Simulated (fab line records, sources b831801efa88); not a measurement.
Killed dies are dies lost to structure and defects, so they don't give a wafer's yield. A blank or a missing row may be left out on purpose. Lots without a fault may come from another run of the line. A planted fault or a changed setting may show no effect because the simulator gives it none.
Split-lot experiment | flow gf180mcu | 5 lots, 23 wafers read, on a route of 602 steps

THE SPLIT
At GF_SAB_COAT_04 (resist thk 1000 nm), the setting spin_rpm was moved away from the recipe's 3000 rpm on 6 of the 23 wafers read, by -4.4% to +7.0%. The other wafers ran this setting at the recipe's value.

The reading is taken at the split's own step.

THE READING
NOVOLAK_of_SAB_COAT_04.thk_nm (the simulator's own value, which no gauge read), in nm, at GF_SAB_COAT_04 (resist thk 1000 nm). The file gives no usual value for it. The 17 wafers here that ran the recipe average 998.9 nm, standard deviation 2.5 nm.

wafer  | tool, chamber at the split | spin_rpm as run, rpm | against the recipe | NOVOLAK_of_SAB_COAT_04.thk_nm, nm | against lot-mates on the recipe
L077.1 | litho_track-03, 0          | 3000                 | recipe             | 995.8                             | -
L077.2 | litho_track-03, 0          | 3000                 | recipe             | 997                               | -
L077.4 | litho_track-03, 0          | 3000                 | recipe             | 998.4                             | -
L077.5 | litho_track-03, 0          | 3000                 | recipe             | 998.3                             | -
L077.6 | litho_track-03, 0          | 3000                 | recipe             | 999.6                             | -
L079.1 | litho_track-01, 0          | 3000                 | recipe             | 1000                              | -
L079.3 | litho_track-01, 0          | 3000                 | recipe             | 1000                              | -
L079.2 | litho_track-01, 0          | 3210                 | +7.0%              | 965.6                             | -34.2
L079.4 | litho_track-01, 0          | 3210                 | +7.0%              | 964.7                             | -35.1
L079.5 | litho_track-01, 0          | 3000                 | recipe             | 999.3                             | -
L080.2 | litho_track-02, 0          | 3000                 | recipe             | 1003                              | -
L080.3 | litho_track-02, 0          | 3000                 | recipe             | 1005                              | -
L080.4 | litho_track-02, 0          | 3000                 | recipe             | 1002                              | -
L080.5 | litho_track-02, 0          | 2867                 | -4.4%              | 1029                              | +25.7
L080.6 | litho_track-02, 0          | 2867                 | -4.4%              | 1025                              | +21.7
L081.1 | litho_track-01, 0          | 2882                 | -3.9%              | 1018                              | +21.3
L081.2 | litho_track-01, 0          | 2882                 | -3.9%              | 1018                              | +21.3
L081.3 | litho_track-01, 0          | 3000                 | recipe             | 997.5                             | -
L081.4 | litho_track-01, 0          | 3000                 | recipe             | 995.3                             | -
L081.5 | litho_track-01, 0          | 3000                 | recipe             | 997.4                             | -
L082.2 | litho_track-01, 0          | 3000                 | recipe             | 997.9                             | -
L082.5 | litho_track-01, 0          | 3000                 | recipe             | 999.4                             | -
L082.6 | litho_track-01, 0          | 3000                 | recipe             | 996.2                             | -

THE FIT
A straight line over all 23 wafers: NOVOLAK_of_SAB_COAT_04.thk_nm changes by -5.17 nm for each +1% of spin_rpm; r = -0.98; the points scatter about the line by 2.9 nm.
The same after taking each lot's own level away (the mean of its wafers on the recipe; 23 wafers): -5.12 nm for each +1%; r = -1.00; scatter 1.3 nm.
On that fit, the largest move of spin_rpm shifts the reading by 36 nm.
The lots' own levels span 996.73 to 1003.33 nm, that is 2.6 times the standard deviation above.
So the lot-to-lot level changes the slope little: the two slopes agree.
Check: with one of the wafers moved furthest among these (+7.0%) left out of the fit, the line predicts -36.3 nm for it against its lot-mates. It came out at -34.2 nm against them.

OTHER SPLITS ON THESE WAFERS
These wafers also went through other splits before the reading. Each is held against what the fit with the lots' levels taken away leaves over:
other split on the same wafers | wafers away from the commonest value | r with NOVOLAK_of_SAB_COAT_04.thk_nm (lot level and that fit taken away)
GF_NSD_COAT_02 spin_rpm        | 6                                    | +0.27
GF_PSD_IMPLANT_09 energy_kev   | 8                                    | +0.03

THE WHOLE CHAIN: every reading that the file lists as answering this split, in the file's order
step            | what it does       | reading                                                                        | change (the file's fit)              | r (the file's)
GF_SAB_COAT_04  | resist thk 1000 nm | NOVOLAK_of_SAB_COAT_04.thk_nm (the simulator's own value, which no gauge read) | -5.13 nm for each +1% of the setting | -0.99
GF_SAB_STRIP_13 | strips in O2/N2    | strip_time_to_endpoint_s                                                       | withheld for each +1% of the setting | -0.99

THE FILE'S OWN FIT
NOVOLAK_of_SAB_COAT_04.thk_nm changes by -5.13 nm for each +1% of spin_rpm, r = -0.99.
